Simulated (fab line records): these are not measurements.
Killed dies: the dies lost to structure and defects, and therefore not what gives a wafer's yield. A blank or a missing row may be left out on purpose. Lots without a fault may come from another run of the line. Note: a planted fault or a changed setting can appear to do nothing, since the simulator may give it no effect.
fab line records	flow sky130
record lots=7	wafers=21	last_day=50
route steps=708 shown METAL2@502 VIA2@507 PAD_OPEN@708
lots with no fault: from the same line, run without faults
start_h: hours from the record's first day to the start of the lot's first wafer shown	wait_h: hours since the lot's step before	" unchanged from the row above	L1.1+2: a single row standing in for several wafers	- no value present, or no start provided	* or withheld: withheld	< > ~ a bound
route shown NAME@n: names a module that has steps shown in the file, with the first one's number in the route	usual: mean/standard deviation taken from wafers without a fault	same: alike in all rows	chamber/n: place in a boat	sites: the reading at each site	_std_site: their standard deviation	_edge_site: the outer-site mean with the inner-site mean subtracted	radius_mm: how far each site lies from the wafer's centre	mask NAME#n: copy n	behind: the most recent tool/chamber to have shaped the wafer	hold: what put the lot on hold/how long, in hours/how the hold closed	device: which transistor (n, p or np) failed to switch	end of line: tests run on the same wafers once the route is complete	step lacking rows: just its recipe	killed: dies lost to structure and defects at the first sort, not the wafer's yield	map: per-die view of a wafer (x killed, . not killed, _ where there is no die)
set.NAME: the setting as run; set.NAME@STEP: as run at that earlier step	model.NAME: the simulator's own value behind a step, which no gauge read
lots seen at some steps along the route; tables by step, rows by wafer
services: when a tool's chamber went out of use (start_h, in hours from the record's first day, below 0 if earlier), for how many hours, and the reason
## steps
# step SKY_METAL2_METAL_ETCH_19
# recipe target_depth_a=3600	stop_on=SiO2	over_etch_frac=0.3	time_s=78	chemistry=Cl2/BCl3	resist_sidewall_deg=88	pressure_mtorr=10	icp_w=900	bias_w=48.5	Cl2_flow_sccm=60	bcl3_flow_sccm=30
# usual drypump_motor_current_A=6.0/0.35	oes_product_au=0.854/0.0053	throttle_valve_pct=22.266/0.0092
lot.wafer	tool	chamber	start_h	wait_h	drypump_motor_current_A	oes_product_au	rf_hours_counter_h	throttle_valve_pct
L794.1	rie_metal-04	0	876.24	0.0	5.4	0.860	3	22.270
L794.2	"	1	"	"	6.4	0.860	5	22.244
L794.5	"	0	"	"	5.4	0.855	-	22.257
L797.2	rie_metal-01	0	879.14	0.0	6.2	0.854	2	22.261
L797.3	"	1	"	"	6.1	0.855	-	22.274
L797.6	"	1	"	"	6.0	0.855	-	22.265
L806.2	rie_metal-04	1	938.25	0.0	6.4	0.867	8	22.265
L806.3	"	0	"	"	5.4	0.863	-	22.245
L806.4	"	1	"	"	6.3	0.859	-	22.268
L807.2	rie_metal-02	0	943.39	0.0	5.9	0.855	2	22.277
L807.3	"	1	"	"	6.0	0.854	-	22.266
L807.4	"	0	"	"	5.9	0.862	-	22.264
L808.2	rie_metal-01	1	952.40	0.0	6.0	0.853	12	22.281
L808.5	"	0	"	"	6.2	0.855	-	22.266
L808.6	"	1	"	"	6.1	0.852	-	22.260
L809.1	rie_metal-04	1	957.29	0.0	6.4	0.856	9	22.274
L809.2	"	0	"	"	5.4	0.854	7	22.279
L809.5	"	0	"	"	5.4	0.854	-	22.256
L812.3	rie_metal-04	1	974.12	0.1	6.4	0.844	-	22.272
L812.4	"	0	"	"	5.4	0.857	-	22.258
L812.6	"	1	"	"	6.4	0.858	-	22.268
# step SKY_METAL2_STRIP_20
# recipe chemistry=O2/N2	power_w=1400	pressure_mtorr=1500	platen_temp_c=withheld	o2_flow_sccm=3000	n2_flow_sccm=300	overash_fraction=0.5
# usual drypump_motor_current_A=5.33/0.24	n2_flow_sccm=300.2/1	oes_product_au=0.342/0.0054	strip_time_to_endpoint_s=2.68/0.038
lot.wafer	tool	chamber	start_h	wait_h	drypump_motor_current_A	n2_flow_sccm	oes_product_au	rf_hours_counter_h	strip_time_to_endpoint_s
L794.1	plasma_asher-01	1	876.33	0.1	5.55	299.8	0.348	45	2.70
L794.2	"	0	"	"	5.14	300.8	0.344	45	2.65
L794.5	"	0	"	"	5.14	300.1	0.340	-	2.69
L797.2	plasma_asher-02	1	879.23	0.1	5.16	299.8	0.342	15	2.69
L797.3	"	1	"	"	5.15	298.0	0.332	-	2.69
L797.6	"	0	"	"	5.66	301.4	0.338	-	2.67
L806.2	plasma_asher-02	1	938.34	0.1	5.16	299.9	0.335	21	2.64
L806.3	"	1	"	"	5.17	301.3	0.346	-	2.69
L806.4	"	0	"	"	5.65	299.1	0.343	-	2.65
L807.2	plasma_asher-01	0	943.48	0.1	5.16	298.4	0.348	52	2.69
L807.3	"	1	"	"	5.57	298.4	0.339	-	2.70
L807.4	"	0	"	"	5.15	299.8	0.347	-	2.68
L808.2	plasma_asher-03	0	952.49	0.1	5.42	300.7	0.333	85	2.70
L808.5	"	0	"	"	5.44	299.3	0.340	-	2.73
L808.6	"	1	"	"	4.97	300.5	0.339	-	2.70
L809.1	plasma_asher-01	1	957.38	0.1	5.54	299.2	0.347	54	2.65
L809.2	"	0	"	"	5.14	299.6	0.331	54	2.69
L809.5	"	0	"	"	5.15	299.3	0.341	-	2.68
L812.3	plasma_asher-02	1	974.21	0.1	5.17	299.9	0.344	-	2.62
L812.4	"	0	"	"	5.61	300.6	0.339	-	2.69
L812.6	"	0	"	"	5.63	301.4	0.332	-	2.65
# step SKY_METAL2_STRIP_21
# recipe chemistry=post_etch_residue_remover	time_s=1200	temp_c=72.5
# step SKY_METAL2_CLEAN_22
# recipe chemistry=IPA	time_s=180	temp_c=25
# step SKY_METAL2_CLEAN_23
# recipe chemistry=O3/DIW	dry=n2_spin
# step SKY_VIA2_HDPCVD_00
# recipe material=SiO2	target_thk_nm=1180	sigma_open_frac=0.3	time_s=196.7	temp_c=400	sih4_flow_sccm=60	pressure_mtorr=6
# step SKY_VIA2_THK_MEAS_01
# recipe reads=SiO2_of_VIA2_HDPCVD_00
# usual VIA2_HDPCVD_THK=1180/11
lot.wafer	tool	chamber	start_h	wait_h	VIA2_HDPCVD_THK[nm]
L794.1	film_metro-04	-	877.05	0.1	1181
L794.2	"	-	"	"	1179
L794.5	"	-	"	"	1190
L797.2	film_metro-01	-	879.96	0.1	1164
L797.3	"	-	"	"	1169
L797.6	"	-	"	"	1177
L806.2	film_metro-02	-	939.10	0.1	1178
L806.3	"	-	"	"	1181
L806.4	"	-	"	"	1197
L807.2	film_metro-02	-	944.24	0.1	1163
L807.3	"	-	"	"	1175
L807.4	"	-	"	"	1174
L808.2	film_metro-01	-	953.25	0.1	1193
L808.5	"	-	"	"	1196
L808.6	"	-	"	"	1186
L809.1	film_metro-01	-	958.12	0.1	1197
L809.2	"	-	"	"	1190
L809.5	"	-	"	"	1194
L812.3	film_metro-01	-	974.95	0.1	1178
L812.4	"	-	"	"	1177
L812.6	"	-	"	"	1187
# step SKY_VIA2_CMP_02
# recipe material=SiO2	down_force_psi=4	platen_rpm=60	pad_velocity_m_s=0.94248
# usual motor_current_A=12.0/1.1
lot.wafer	tool	chamber	start_h	wait_h	motor_current_A
L794.2	cmp-01	0	877.11	0.0	13.2
L794.1	"	1	"	"	11.1
L794.5	"	0	"	"	12.1
L797.2	cmp-01	3	880.11	0.1	10.4
L797.3	"	0	"	"	13.4
L797.6	"	1	"	"	11.0
L806.2	cmp-02	3	939.15	0.0	12.4
L806.4	"	1	"	"	12.5
L806.3	"	2	"	"	12.2
L807.4	cmp-01	3	944.34	0.1	10.5
L807.3	"	0	"	"	13.0
L807.2	"	1	"	"	11.5
L808.2	cmp-01	2	953.30	0.0	12.7
L808.5	"	2	"	"	12.9
L808.6	"	3	"	"	10.1
L809.1	cmp-02	3	958.23	0.1	11.5
L809.2	"	1	"	"	12.6
L809.5	"	3	"	"	12.2
L812.3	cmp-02	2	975.04	0.1	12.7
L812.4	"	0	"	"	13.3
L812.6	"	1	"	"	12.7
# step SKY_VIA2_BOW_MEAS_03
# recipe mode=bow
# usual VIA2_BOW=88/6.9
lot.wafer	tool	chamber	start_h	wait_h	VIA2_BOW[um]
L794.1	film_metro-02	-	877.41	0.2	85
L794.2	"	-	"	"	76
L794.5	"	-	"	"	84
L797.2	film_metro-01	-	880.33	0.2	93
L797.3	"	-	"	"	99
L797.6	"	-	"	"	87
L806.2	film_metro-01	-	939.47	0.3	83
L806.3	"	-	"	"	94
L806.4	"	-	"	"	91
L807.2	film_metro-01	-	944.61	0.1	98
L807.3	"	-	"	"	87
L807.4	"	-	"	"	91
L808.2	film_metro-04	-	953.62	0.3	83
L808.5	"	-	"	"	80
L808.6	"	-	"	"	82
L809.1	film_metro-04	-	958.48	0.2	96
L809.2	"	-	"	"	85
L809.5	"	-	"	"	94
L812.3	film_metro-02	-	975.33	0.2	94
L812.4	"	-	"	"	98
L812.6	"	-	"	"	87
# step SKY_VIA2_DEHYDRATE_04
# recipe temp_c=200	time_s=60
# step SKY_VIA2_HMDS_05
# recipe prime_time_s=60	prime_temp_c=120
# step SKY_VIA2_COAT_06
# recipe resist=BARC	temp_c=withheld	time_s=withheld	spin_rpm=3000	resist_thk_nm=60
# step SKY_VIA2_COAT_07
# recipe resist=KrF-thick	spin_rpm=3000	resist_thk_nm=450
# usual spin_speed_rpm=3000.3/2.1
lot.wafer	tool	chamber	start_h	wait_h	spin_speed_rpm	model.KrF-thick_of_VIA2_COAT_07.thk_nm
L794.1	litho_track-02	0	889	-	3000.2	450.8
L794.2	"	0	"	"	2998.5	450.4
L794.5	"	0	"	"	3000.5	450.6
L797.2	litho_track-01	0	892	-	3000.1	447.4
L797.3	"	0	"	"	3001.6	447.3
L797.6	"	0	893	-	2998.5	447.5
L806.2	litho_track-01	0	952	-	2951.3	452.9
L806.3	"	0	"	"	2952.5	452.1
L806.4	"	0	"	"	2953.8	453
L807.2	litho_track-01	0	956	-	2952.6	453.8
L807.3	"	0	"	"	2953.7	454.2
L807.4	"	0	"	"	2953.9	454.5
L808.2	litho_track-01	0	964	-	2954.6	454.5
L808.5	"	0	"	"	2952.5	453.8
L808.6	"	0	"	"	2951.2	453.7
L809.1	litho_track-04	0	971	-	2999.9	451.4
L809.2	"	0	"	"	3003.9	450
L809.5	"	0	"	"	3000.9	450.8
L812.3	litho_track-02	0	986	-	2999.4	449.2
L812.4	"	0	"	"	3001.0	451.1
L812.6	"	0	"	"	2999.8	451.4
# step SKY_VIA2_SOFTBAKE_08
# recipe temp_c=100	time_s=90	resist=KrF-thick
# step SKY_VIA2_EXPOSE_09
# recipe mask_id=VIM2	na=0.8	source_shape=annular	sigma_inner=0.55	sigma_outer=0.85	target_cd_nm=200	dose_mj=38
# step SKY_VIA2_PEB_10
# recipe peb_temp_c=withheld	peb_time_s=withheld	resist=KrF-thick
# step SKY_VIA2_DEVELOP_11
# recipe develop_time_s=60	resist=KrF-thick	dev_temp_c=21
# step SKY_VIA2_CD_MEAS_12
# recipe target_cd_nm=200
# usual cd_nm=200.1/1.7
lot.wafer	tool	chamber	start_h	wait_h	cd_nm
L794.1	cd_sem-02	-	902.50	-	200.5
L794.2	"	-	"	"	200.0
L794.5	"	-	"	"	201.1
L797.2	cd_sem-01	-	904.66	-	199.4
L797.3	"	-	"	"	201.3
L797.6	"	-	"	"	199.7
L806.2	cd_sem-01	-	963.07	-	198.2
L806.3	"	-	"	"	196.6
L806.4	"	-	"	"	196.7
L807.2	cd_sem-01	-	968.24	-	199.3
L807.3	"	-	"	"	199.1
L807.4	"	-	"	"	200.1
L808.2	cd_sem-01	-	977.69	-	199.5
L808.5	"	-	"	"	199.3
L808.6	"	-	"	"	199.5
L809.1	cd_sem-02	-	983.15	-	200.7
L809.2	"	-	"	"	199.9
L809.5	"	-	"	"	200.9
L812.3	cd_sem-02	-	997.93	-	201.4
L812.4	"	-	"	"	200.6
L812.6	"	-	"	"	201.1
# step SKY_VIA2_OVL_MEAS_13
# usual VIA2_OVL=-1/5.4
lot.wafer	tool	chamber	start_h	wait_h	VIA2_OVL[nm]
L794.1	overlay-01	-	902.62	0.1	-8
L794.2	"	-	"	"	-5
L794.5	"	-	"	"	-8
L797.2	overlay-01	-	904.77	0.1	-1
L797.3	"	-	"	"	4
L797.6	"	-	"	"	3
L806.2	overlay-01	-	963.18	0.1	-4
L806.3	"	-	"	"	0
L806.4	"	-	"	"	-8
L807.2	overlay-01	-	968.35	0.1	3
L807.3	"	-	"	"	4
L807.4	"	-	"	"	0
L808.2	overlay-02	-	977.80	0.1	5
L808.5	"	-	"	"	2
L808.6	"	-	"	"	6
L809.1	overlay-01	-	983.27	0.1	-3
L809.2	"	-	"	"	0
L809.5	"	-	"	"	3
L812.3	overlay-02	-	998.02	0.1	-4
L812.4	"	-	"	"	5
L812.6	"	-	"	"	8
# step SKY_VIA2_ETCH_14
# recipe chemistry=N2/H2	target=BARC	ion_energy_ev=200	source_w=500	bias_w=100	pressure_mtorr=30	n2_flow_sccm=100	h2_flow_sccm=200	stop_on=SiO2	time_s=45.9	target_depth_a=600
# usual drypump_motor_current_A=5.8/0.32	n2_flow_sccm=100.0/0.31	oes_product_au=0.854/0.0049	throttle_valve_pct=13.225/0.0085
lot.wafer	tool	chamber	start_h	wait_h	drypump_motor_current_A	n2_flow_sccm	oes_product_au	rf_hours_counter_h	throttle_valve_pct
L794.1	rie_diel-01	2	902.65	0.0	5.7	100.0	0.843	8	13.207
L794.2	"	1	"	"	5.4	100.5	0.854	12	13.226
L794.5	"	2	"	"	5.7	100.0	0.860	-	13.247
L797.2	rie_diel-02	1	904.80	0.0	5.4	99.9	0.846	10	13.230
L797.3	"	0	"	"	5.9	100.4	0.845	24	13.223
L797.6	"	2	"	"	5.1	99.9	0.855	-	13.231
L806.2	rie_diel-01	0	963.21	0.0	5.7	99.8	0.855	7	13.215
L806.3	"	1	"	"	5.4	100.4	0.859	13	13.225
L806.4	"	3	"	"	6.0	100.1	0.854	2	13.226
L807.2	rie_diel-04	0	968.38	0.0	6.2	99.7	0.861	5	13.216
L807.3	"	2	"	"	6.0	99.6	0.854	15	13.228
L807.4	"	3	"	"	5.7	100.0	0.851	15	13.216
L808.2	rie_diel-01	1	977.83	0.0	5.4	99.5	0.856	14	13.209
L808.5	"	0	"	"	5.7	100.4	0.854	-	13.239
L808.6	"	3	"	"	6.0	99.9	0.854	-	13.211
L809.1	rie_diel-02	2	983.31	0.0	5.1	99.5	0.851	14	13.230
L809.2	"	1	"	"	5.4	99.9	0.846	12	13.203
L809.5	"	0	"	"	5.9	99.8	0.848	-	13.236
L812.3	rie_diel-01	1	998.05	0.0	5.4	99.5	0.852	14	13.225
L812.4	"	2	"	"	5.7	99.6	0.851	11	13.224
L812.6	"	2	"	"	5.6	99.7	0.856	-	13.222
# step SKY_VIA2_ETCH_15
# recipe target=SiO2	chemistry=C4F8/O2/Ar	target_depth_nm=546	stop_on=TiN	mask_material=KrF-thick	source_w=1500	bias_w=1200	pressure_mtorr=40	c4f8_flow_sccm=withheld	O2_flow_sccm=6	Ar_flow_sccm=300	time_s=84
# usual oes_product_au=0.939/0.0042
lot.wafer	tool	chamber	start_h	wait_h	oes_product_au	rf_hours_counter_h	model.KrF-thick_of_VIA2_COAT_07.thk_nm
L794.1	rie_diel-01	2	902.70	0.0	0.941	8	284.6
L794.2	"	1	"	"	0.937	12	283
L794.5	"	2	"	"	0.937	-	283.5
L797.2	rie_diel-02	1	904.84	0.0	0.937	10	278.9
L797.3	"	0	"	"	0.939	24	281.3
L797.6	"	2	"	"	0.948	-	283.8
L806.2	rie_diel-01	0	963.25	0.0	0.941	7	281.1
L806.3	"	1	"	"	0.942	13	283.8
L806.4	"	3	"	"	0.931	2	286.8
L807.2	rie_diel-04	0	968.42	0.0	0.941	5	287.4
L807.3	"	2	"	"	0.944	15	288.5
L807.4	"	3	"	"	0.936	15	287.5
L808.2	rie_diel-01	1	977.87	0.0	0.937	14	286.5
L808.5	"	0	"	"	0.930	-	282.9
L808.6	"	3	"	"	0.940	-	287.9
L809.1	rie_diel-02	2	983.35	0.0	0.945	14	286.6
L809.2	"	1	"	"	0.936	12	284.1
L809.5	"	0	"	"	0.936	-	286.9
L812.3	rie_diel-01	1	998.09	0.0	0.945	14	281.8
L812.4	"	2	"	"	0.940	11	283
L812.6	"	2	"	"	0.937	-	284.1
# step SKY_VIA2_STRIP_16
# recipe chemistry=O2/N2	power_w=1400	pressure_mtorr=1500	platen_temp_c=withheld	o2_flow_sccm=3000	n2_flow_sccm=300	overash_fraction=0.5
# usual drypump_motor_current_A=5.5/0.36	n2_flow_sccm=300.1/0.81	oes_product_au=0.398/0.0049	strip_time_to_endpoint_s=4.036/0.024
lot.wafer	tool	chamber	start_h	wait_h	drypump_motor_current_A	n2_flow_sccm	oes_product_au	rf_hours_counter_h	strip_time_to_endpoint_s
L794.1	plasma_asher-04	1	902.76	0.0	5.6	300.1	0.402	103	4.052
L794.2	"	0	"	"	6.1	299.6	0.407	103	4.046
L794.5	"	1	"	"	5.7	299.2	0.400	-	4.041
L797.2	plasma_asher-02	1	904.90	0.0	5.1	300.7	0.397	17	3.986
L797.3	"	0	"	"	5.6	299.9	0.402	-	4.023
L797.6	"	0	"	"	5.6	301.5	0.396	-	4.050
L806.2	plasma_asher-04	0	963.31	0.0	6.1	300.6	0.401	109	4.026
L806.3	"	0	"	"	6.1	301.1	0.399	-	4.061
L806.4	"	1	"	"	5.7	301.6	0.394	-	4.094
L807.2	plasma_asher-02	0	968.48	0.0	5.6	299.9	0.395	23	4.098
L807.3	"	1	"	"	5.1	298.1	0.400	-	4.101
L807.4	"	0	"	"	5.6	299.1	0.406	-	4.101
L808.2	plasma_asher-03	1	977.93	0.0	5.0	300.3	0.402	87	4.088
L808.5	"	1	"	"	5.0	299.0	0.395	-	4.053
L808.6	"	0	"	"	5.4	300.3	0.405	-	4.095
L809.1	plasma_asher-04	0	983.41	0.0	6.1	300.9	0.408	111	4.074
L809.2	"	1	"	"	5.7	301.0	0.399	111	4.046
L809.5	"	1	"	"	5.7	300.8	0.399	-	4.081
L812.3	plasma_asher-03	0	998.18	0.1	5.5	300.1	0.398	-	4.031
L812.4	"	1	"	"	5.0	299.9	0.411	-	4.037
L812.6	"	0	"	"	5.4	301.2	0.405	-	4.054
# step SKY_PAD_OPEN_PROBE_99
# usual defect_limited_yield=82.2/1.9	killed_at_M0_to_M3=43/6.5	killed_at_M4_up=3.5/1.9	killed_at_contacts=24/5.4	killed_at_front_end=16/4.8	killed_at_other=0.4/0.64	killed_dies=87/9.4	killed_open=47/7	killed_short=40/6.3	sort_bin_3_pad_short=0.9/0.4	sort_bin_5_function=10.5/1.4	sort_bin_6_memory=6.3/1.1	sort_n_pass=405/9.4	sort_yield_pct=82.2/1.9
# same gross_dies=492	killed_at_back_side=0	sort_bin_4_leakage[%]=0	sort_bin_8_speed[%]=0
lot.wafer	tool	chamber	start_h	wait_h	defect_limited_yield[%]	killed_at_M0_to_M3	killed_at_M4_up	killed_at_contacts	killed_at_front_end	killed_at_other	killed_dies	killed_open	killed_short	sort_bin_3_pad_short[%]	sort_bin_5_function[%]	sort_bin_6_memory[%]	sort_n_pass	sort_yield_pct[%]
L807.4	prober-01	-	1168.46	0.2	83.9	43	3	20	13	0	79	46	31	1.2	8.3	6.5	413	83.9
L809.2	prober-01	-	1179.59	0.1	81.9	45	4	25	15	0	89	49	40	1.4	9.3	7.3	403	81.9
L809.5	prober-01	-	1179.74	0.2	81.7	43	3	21	23	0	90	58	32	0.8	11.2	6.3	402	81.7
# killed by level:class
L807.4 VIA2:geometric_particle:open=11 CONTACT:geometric_particle:open=9 METAL2:geometric_particle:short=9 VIA1:geometric_particle:open=8 FIELD_ISO:geometric_particle:short=4 VIA3:geometric_particle:open=4 LI_CONTACT:geometric_particle:open=4 FIELD_ISO:geometric_particle:open=3
L809.2 VIA1:geometric_particle:open=13 LI_CONTACT:geometric_particle:open=7 CONTACT:geometric_particle:open=7 METAL2:geometric_particle:short=6 VIA2:geometric_particle:open=6 FIELD_ISO:geometric_particle:open=5 VIA3:geometric_particle:open=5 LI_CONTACT:geometric_particle:short=4
L809.5 VIA1:geometric_particle:open=11 LI_CONTACT:geometric_particle:open=9 FIELD_ISO:geometric_particle:open=8 CONTACT:geometric_particle:open=8 VIA3:geometric_particle:open=6 VIA2:geometric_particle:open=5 POLY_GATE:geometric_particle:open=5 METAL2:geometric_particle:short=5
## services
tool	chamber	start_h	hours	kind
rie_metal-02	0	858.57	7.4	repair
rie_diel-01	3	860.37	-	clean
rie_diel-01	3	860.37	26.5	scheduled_down
rie_diel-01	3	860.37	26.5	vent_cycle
rie_metal-04	1	886.63	3.6	repair
rie_diel-02	1	887.22	10.5	repair
cmp-02	-	887.99	2.6	repair
plasma_asher-03	-	889.01	2.0	repair
rie_metal-04	-	895.03	2.8	pm
rie_diel-02	3	911.97	2.5	repair
cmp-02	-	912.00	4.0	pm
plasma_asher-04	-	915.87	2.8	pm
rie_metal-01	1	916.12	7.5	repair
cmp-02	-	916.32	6.9	pm
rie_diel-04	1	916.97	7.2	repair
plasma_asher-03	-	924.04	1.0	repair
rie_diel-02	-	930.16	0.3	repair
plasma_asher-02	-	958.20	0.5	repair
rie_diel-01	-	961.77	0.5	repair
rie_metal-02	1	969.27	1.8	repair
rie_metal-01	0	975.50	15.0	repair
rie_metal-01	-	981.97	2.8	pm
cmp-02	-	994.74	6.1	pm
plasma_asher-02	-	996.90	28.1	pm
## key
first_sign step=SKY_VIA2_COAT_07	reading=spin_speed_rpm	direction=down	sigmas=23	usual=3000.3	struck=2952.9
effect none on later readings
model_effect step=SKY_VIA2_COAT_07	value=KrF-thick_of_VIA2_COAT_07.thk_nm	without=450	struck=453.6
model_effect step=SKY_VIA2_ETCH_15	value=KrF-thick_of_VIA2_COAT_07.thk_nm	without=282.3	struck=285.8
met_at SKY_VIA2_COAT_07
struck_wafers L806.2,L806.3,L806.4,L807.2,L807.3,L807.4,L808.2,L808.5,L808.6
onset_between 892 952
fault kind=process_parameter_drift	tool=litho_track-01	chamber=-	onset_h=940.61	steps=SKY_VIA2_COAT_07	channel=spin_rpm	offset=-46.891	shape=step	end_h=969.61	acts_in=these_recipes_only	stated=3000
